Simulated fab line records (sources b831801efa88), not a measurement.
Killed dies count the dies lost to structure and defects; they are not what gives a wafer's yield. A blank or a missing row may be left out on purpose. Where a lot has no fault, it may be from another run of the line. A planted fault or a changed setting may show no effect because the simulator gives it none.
fab line records	flow sky130
record lots=13	wafers=39	last-day=50
route steps=708 shown PWDE@52 NWELL@63 VT_ADJUST_LVTN@104 PAD_OPEN@708
lots untouched by any fault: they come from a run of this same line in which no faults occurred
start-h: start of the lot's first displayed wafer, in hours after the record's first day	wait-h: time in hours since the lot's previous step	" unchanged from the row above	L1.1+2: several wafers, shown together as one row	- either no value or no given start	* or withheld: withheld	< > ~ a bound
route shown NAME@n: a module of which the file shows steps, and the number in the route of the first	usual: mean/standard deviation of fault-free wafers	same: alike in all rows	chamber/n: place in a boat	sites: readings site by site	_std_site: their standard deviation	_edge_site: inner sites' mean taken away from outer sites' mean	radius-mm: how far each site lies from the wafer's centre	mask NAME#n: copy n	behind: tool/chamber where the wafer was last shaped	hold: why the lot was held/for how many hours/how that ended	device: names the non-switching transistor (n, p or np)	end of line: at the end of the route, the tests of the same wafers	a step without rows: its recipe alone	killed: dies that structure and defects cost at the first sort, which is not the same as the wafer's yield	map: the dies of a wafer, with x for killed, . for not killed, _ for no die there
set.NAME: the setting that was run; set.NAME@STEP: the one run at that earlier step	model.NAME: the simulator's own value behind a step, which no gauge read
route steps across a sampled set of lots; one table per step, one row per wafer
services: from which hour (start-h, from the record's first day; less than 0 if before it) a tool's chamber was out of use, for how many hours, and why
## steps
# step SKY_PWDE_OVL_MEAS_07
# usual PWDE_OVL=-0.5/1.3
lot.wafer	tool	chamber	start-h	wait-h	PWDE_OVL[nm]
L750.3	overlay-01	-	76.71	-	-1.7
L750.4	"	-	"	"	-1.7
L750.5	"	-	"	"	1.1
L751.2	overlay-02	-	97.75	-	-2.4
L751.5	"	-	"	"	-1.7
L751.6	"	-	"	"	-0.2
L753.3	overlay-01	-	109.96	-	-1.8
L753.4	"	-	"	"	-1.5
L753.6	"	-	"	"	-1.5
L754.1	overlay-02	-	110.30	-	0.2
L754.3	"	-	"	"	-1.9
L754.5	"	-	"	"	0.0
L756.1	overlay-02	-	113.48	-	0.2
L756.4	"	-	"	"	0.6
L756.6	"	-	"	"	-0.3
L757.2	overlay-02	-	118.55	-	-2.1
L757.3	"	-	"	"	-2.2
L757.5	"	-	"	"	-0.1
L758.1	overlay-01	-	118.78	-	-2.0
L758.2	"	-	"	"	0.3
L758.6	"	-	"	"	1.2
L760.1	overlay-02	-	129.19	-	-0.9
L760.2	"	-	"	"	-0.6
L760.6	"	-	"	"	-1.0
L761.2	overlay-02	-	138.50	-	1.6
L761.3	"	-	"	"	-0.6
L761.6	"	-	"	"	-0.6
L763.2	overlay-02	-	149.65	-	0.6
L763.3	"	-	"	"	1.4
L763.5	"	-	"	"	-0.3
L768.2	overlay-02	-	189.70	-	-0.6
L768.4	"	-	"	"	-1.3
L768.5	"	-	"	"	-0.2
L771.3	overlay-02	-	194.80	-	1.3
L771.4	"	-	"	"	-0.5
L771.5	"	-	"	"	-0.1
L772.2	overlay-01	-	201.60	-	0.4
L772.3	"	-	"	"	-0.7
L772.5	"	-	"	"	1.4
# step SKY_NWELL_OVL_MEAS_10
# usual NWELL_00_OVL=0.0/1.4
lot.wafer	tool	chamber	start-h	wait-h	NWELL_00_OVL[nm]
L750.3	overlay-01	-	93.51	-	1.2
L750.4	"	-	"	"	1.7
L750.5	"	-	"	"	-2.8
L751.2	overlay-02	-	115.79	-	0.1
L751.5	"	-	"	"	-2.5
L751.6	"	-	"	"	-2.0
L753.3	overlay-02	-	128.04	-	-1.3
L753.4	"	-	"	"	-1.4
L753.6	"	-	"	"	0.5
L754.1	overlay-01	-	128.38	-	2.2
L754.3	"	-	"	"	2.7
L754.5	"	-	"	"	1.6
L756.1	overlay-01	-	132.60	-	-0.3
L756.4	"	-	"	"	3.3
L756.6	"	-	"	"	0.8
L757.2	overlay-01	-	136.80	-	-0.2
L757.3	"	-	"	"	1.2
L757.5	"	-	"	"	1.4
L758.1	overlay-01	-	137.15	-	1.1
L758.2	"	-	"	"	-0.7
L758.6	"	-	"	"	0.7
L760.1	overlay-02	-	147.60	-	0.0
L760.2	"	-	"	"	2.2
L760.6	"	-	"	"	-0.1
L761.2	overlay-02	-	157.50	-	3.2
L761.3	"	-	"	"	3.0
L761.6	"	-	"	"	1.2
L763.2	overlay-02	-	169.39	-	0.0
L763.3	"	-	"	"	-0.2
L763.5	"	-	"	"	-0.5
L768.2	overlay-02	-	211.69	-	-2.4
L768.4	"	-	"	"	-0.9
L768.5	"	-	"	"	-1.1
L771.3	overlay-02	-	216.64	-	-0.2
L771.4	"	-	"	"	-0.2
L771.5	"	-	"	"	-1.3
L772.2	overlay-02	-	223.95	-	-1.5
L772.3	"	-	"	"	1.7
L772.5	"	-	"	"	2.5
# step SKY_NWELL_EXPOSE_20
# recipe mask-id=NWM_COMPLEMENT	na=0.6	source-shape=conventional	sigma-outer=0.6	polarization=unpolarized	target-cd-nm=840	dose-mj=257.9
lot.wafer	tool	chamber	start-h	wait-h	mask
L750.3+4+5	iline-stepper-01	0	102.74	-	NWM_COMPLEMENT#0
L751.2+5+6	iline-stepper-02	0	125.92	-	NWM_COMPLEMENT#0
L754.1+3+5	iline-stepper-01	0	137.54	-	NWM_COMPLEMENT#0
L753.3+4+6	iline-stepper-02	0	138.39	-	NWM_COMPLEMENT#0
L756.1+4+6	iline-stepper-01	0	142.37	-	NWM_COMPLEMENT#0
L757.2+3+5	iline-stepper-02	0	146.52	-	NWM_COMPLEMENT#0
L758.1+2+6	iline-stepper-02	0	147.03	-	NWM_COMPLEMENT#0
L760.1+2+6	iline-stepper-02	0	157.93	-	NWM_COMPLEMENT#0
L761.2+3+6	iline-stepper-01	0	168.37	-	NWM_COMPLEMENT#0
L763.2+3+5	iline-stepper-01	0	179.82	-	HVTPM#0
L768.2+4+5	iline-stepper-02	0	223.74	-	NWM_COMPLEMENT#0
L771.3+4+5	iline-stepper-02	0	229.09	-	NWM_COMPLEMENT#0
L772.2+3+5	iline-stepper-02	0	235.97	-	NWM_COMPLEMENT#0
# step SKY_NWELL_OVL_MEAS_23
# usual NWELL_01_OVL=-0.4/1.6
lot.wafer	tool	chamber	start-h	wait-h	NWELL_01_OVL[nm]
L750.3	overlay-02	-	111.94	-	0.7
L750.4	"	-	"	"	-0.2
L750.5	"	-	"	"	-0.7
L751.2	overlay-01	-	135.34	-	0.4
L751.5	"	-	"	"	-1.4
L751.6	"	-	"	"	0.7
L754.1	overlay-02	-	146.45	-	1.4
L754.3	"	-	"	"	1.1
L754.5	"	-	"	"	0.5
L753.3	overlay-02	-	147.96	-	-1.1
L753.4	"	-	"	"	-2.8
L753.6	"	-	"	"	-2.2
L756.1	overlay-01	-	151.05	-	-1.0
L756.4	"	-	"	"	-1.5
L756.6	"	-	"	"	0.0
L757.2	overlay-01	-	155.60	-	-1.5
L757.3	"	-	"	"	-2.1
L757.5	"	-	"	"	-1.2
L758.1	overlay-01	-	156.68	-	0.1
L758.2	"	-	"	"	0.1
L758.6	"	-	"	"	0.1
L760.1	overlay-01	-	167.63	-	-0.6
L760.2	"	-	"	"	-4.2
L760.6	"	-	"	"	-2.7
L761.2	overlay-02	-	178.04	-	3.0
L761.3	"	-	"	"	-0.1
L761.6	"	-	"	"	0.1
L763.2	overlay-02	-	190.25	-	-
L763.3	"	-	"	"	-
L763.5	"	-	"	"	-
L768.2	overlay-02	-	234.64	-	-1.3
L768.4	"	-	"	"	-0.7
L768.5	"	-	"	"	-0.1
L771.3	overlay-02	-	239.51	-	-3.1
L771.4	"	-	"	"	-1.0
L771.5	"	-	"	"	-2.0
L772.2	overlay-02	-	247.69	-	-1.7
L772.3	"	-	"	"	-1.4
L772.5	"	-	"	"	-0.8
# step SKY_NWELL_TW_MEAS_26
# usual NWELL_2_TW=500/3.1
lot.wafer	tool	chamber	start-h	wait-h	NWELL_2_TW
L750.3	film-metro-03	-	112.24	0.1	502
L750.4	"	-	"	"	503
L750.5	"	-	"	"	502
L751.2	film-metro-02	-	135.63	0.1	492
L751.5	"	-	"	"	492
L751.6	"	-	"	"	497
L754.1	film-metro-03	-	146.73	0.1	503
L754.3	"	-	"	"	503
L754.5	"	-	"	"	502
L753.3	film-metro-03	-	148.25	0.1	502
L753.4	"	-	"	"	500
L753.6	"	-	"	"	503
L756.1	film-metro-03	-	151.33	0.1	506
L756.4	"	-	"	"	502
L756.6	"	-	"	"	503
L757.2	film-metro-04	-	155.89	0.1	500
L757.3	"	-	"	"	500
L757.5	"	-	"	"	498
L758.1	film-metro-04	-	156.97	0.1	502
L758.2	"	-	"	"	503
L758.6	"	-	"	"	501
L760.1	film-metro-03	-	167.92	0.1	501
L760.2	"	-	"	"	501
L760.6	"	-	"	"	502
L761.2	film-metro-04	-	178.33	0.1	502
L761.3	"	-	"	"	502
L761.6	"	-	"	"	503
L763.2	film-metro-04	-	190.54	0.1	30
L763.3	"	-	"	"	30
L763.5	"	-	"	"	30
L768.2	film-metro-02	-	234.93	0.1	496
L768.4	"	-	"	"	499
L768.5	"	-	"	"	498
L771.3	film-metro-02	-	239.80	0.1	498
L771.4	"	-	"	"	501
L771.5	"	-	"	"	495
L772.2	film-metro-04	-	247.98	0.1	504
L772.3	"	-	"	"	504
L772.5	"	-	"	"	502
# step SKY_VT_ADJUST_LVTN_OVL_MEAS_07
# usual VT_ADJUST_LVTN_OVL=-1.1/1.4
lot.wafer	tool	chamber	start-h	wait-h	VT_ADJUST_LVTN_OVL[nm]
L750.3	overlay-01	-	148.69	-	-0.8
L750.4	"	-	"	"	-1.3
L750.5	"	-	"	"	-1.9
L751.2	overlay-02	-	174.40	-	1.6
L751.5	"	-	"	"	-1.6
L751.6	"	-	"	"	-1.6
L754.1	overlay-02	-	187.19	-	1.3
L754.3	"	-	"	"	0.1
L754.5	"	-	"	"	0.8
L753.3	overlay-02	-	189.45	-	-0.2
L753.4	"	-	"	"	-0.9
L753.6	"	-	"	"	-0.9
L756.1	overlay-01	-	193.49	-	-1.5
L756.4	"	-	"	"	-1.2
L756.6	"	-	"	"	-2.2
L757.2	overlay-02	-	197.04	-	1.6
L757.3	"	-	"	"	-1.3
L757.5	"	-	"	"	-0.3
L758.1	overlay-02	-	198.84	-	-2.0
L758.2	"	-	"	"	-2.4
L758.6	"	-	"	"	-1.9
L760.1	overlay-01	-	211.53	-	-1.9
L760.2	"	-	"	"	-1.4
L760.6	"	-	"	"	-1.8
L761.2	overlay-02	-	222.19	-	-3.2
L761.3	"	-	"	"	-1.6
L761.6	"	-	"	"	-1.5
L763.2	overlay-01	-	234.99	-	1.2
L763.3	"	-	"	"	-1.6
L763.5	"	-	"	"	-0.7
L768.2	overlay-02	-	283.80	-	-2.1
L768.4	"	-	"	"	1.0
L768.5	"	-	"	"	-0.4
L771.3	overlay-02	-	287.95	-	-0.6
L771.4	"	-	"	"	-0.3
L771.5	"	-	"	"	-2.3
L772.2	overlay-02	-	297.69	-	-0.8
L772.3	"	-	"	"	-1.6
L772.5	"	-	"	"	-0.2
# step SKY_PAD_OPEN_PROBE_99
# usual killed_at_M0_to_M3=43/7.4	killed_at_M4_up=3.1/1.8	killed-at-contacts=26/5.6	killed-at-front-end=15/4.9	killed-at-other=0.2/0.44	killed-dies=87/10	killed-on-rim=17/3.7	killed-open=48/7.6	killed-short=39/6.2
# same gross-dies=492	killed-at-back-side=0
lot.wafer	tool	chamber	start-h	wait-h	killed_at_M0_to_M3	killed_at_M4_up	killed-at-contacts	killed-at-front-end	killed-at-other	killed-dies	killed-on-rim	killed-open	killed-short
L763.2	prober-01	-	1159.05	0.1	44	6	24	418	0	492	96	41	48
L763.3	prober-01	-	1159.10	0.2	44	2	25	421	0	492	96	48	43
L763.5	prober-01	-	1159.20	0.2	39	3	26	424	0	492	96	47	34
L771.3	prober-02	-	1194.77	0.2	41	4	20	9	0	74	13	43	31
L771.4	prober-02	-	1194.82	0.2	35	1	17	15	0	68	11	40	28
L771.5	prober-02	-	1194.87	0.2	50	1	14	14	0	79	12	39	40
# killed by level:class
L763.2 NWELL:area-expose=403 CONTACT:geometric-particle:open=10 METAL2:geometric-particle:short=9 VIA1:geometric-particle:open=7 VIA2:geometric-particle:open=7 VIA3:geometric-particle:short=5 LI_CONTACT:geometric-particle:open=5 VIA3:geometric-particle:open=5
L763.3 NWELL:area-expose=401 VIA3:geometric-particle:open=11 FIELD_ISO:geometric-particle:open=7 CONTACT:geometric-particle:open=7 VIA1:geometric-particle:open=7 FIELD_ISO:geometric-particle:short=6 LOCAL_INTERCONNECT:geometric-particle:short=6 METAL2:geometric-particle:short=6
L763.5 NWELL:area-expose=411 CONTACT:geometric-particle:open=13 VIA2:geometric-particle:open=8 VIA1:geometric-particle:open=6 LI_CONTACT:geometric-particle:open=5 CONTACT:geometric-particle:short=5 METAL2:geometric-particle:short=5 VIA3:geometric-particle:short=4
L771.3 VIA1:geometric-particle:open=9 LI_CONTACT:geometric-particle:open=7 VIA2:geometric-particle:open=7 CONTACT:geometric-particle:open=6 METAL2:geometric-particle:short=6 METAL1:geometric-particle:short=5 VIA1:geometric-particle:short=5 POLY_GATE:geometric-particle:open=4
L771.4 VIA2:geometric-particle:open=8 VIA1:geometric-particle:open=7 LI_CONTACT:geometric-particle:open=5 LOCAL_INTERCONNECT:geometric-particle:short=5 METAL1:geometric-particle:short=4 VIA3:geometric-particle:open=4 FIELD_ISO:geometric-particle:open=3 POLY_GATE:geometric-particle:short=3
L771.5 VIA3:geometric-particle:open=10 VIA3:geometric-particle:short=7 VIA2:geometric-particle:short=7 LI_CONTACT:geometric-particle:open=6 METAL1:geometric-particle:short=6 VIA1:geometric-particle:open=6 METAL2:geometric-particle:short=6 CONTACT:geometric-particle:open=5
## services
tool	chamber	start-h	hours	kind
iline-stepper-02	-	93.52	4.4	pm
iline-stepper-01	-	104.58	0.9	repair
iline-stepper-01	-	108.88	14.8	repair
iline-stepper-01	0	137.70	-	calibration
iline-stepper-02	0	147.24	-	calibration
iline-stepper-01	-	202.09	1.7	pm
## key
first-sign step=SKY_NWELL_EXPOSE_20	reading=mask	direction=changed
effect step=SKY_NWELL_OVL_MEAS_23	reading=NWELL_01_OVL	direction=missing
effect step=SKY_NWELL_TW_MEAS_26	reading=NWELL_2_TW	direction=down	sigmas=99+	usual=500	struck=30
effect step=SKY_PAD_OPEN_PROBE_99	reading=killed-at-front-end	direction=up	sigmas=84	usual=15	struck=421
more-kills-born-at SKY_NWELL_EXPOSE_20@iline-stepper-01=1215
met-at SKY_NWELL_EXPOSE_20
struck-lots L763
tester-left-out L763
not-acting-at SKY_PWDE_OVL_MEAS_07,SKY_NWELL_OVL_MEAS_10,SKY_VT_ADJUST_LVTN_OVL_MEAS_07
onset-between 168.37 179.82
fault kind=wrong-mask	tool=any	chamber=-	onset-h=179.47	steps=SKY_NWELL_EXPOSE_20	aux-copy=HVTPM#0	scope=struck-lots-only
# tester-left-out: of these lots the tester's yield and bins aren't shown, on N5 and GAA mostly nor the transistor test; their killed dies are dies lost to structure and defects alone, not to doping, threshold or leakage, so they don't give the yield
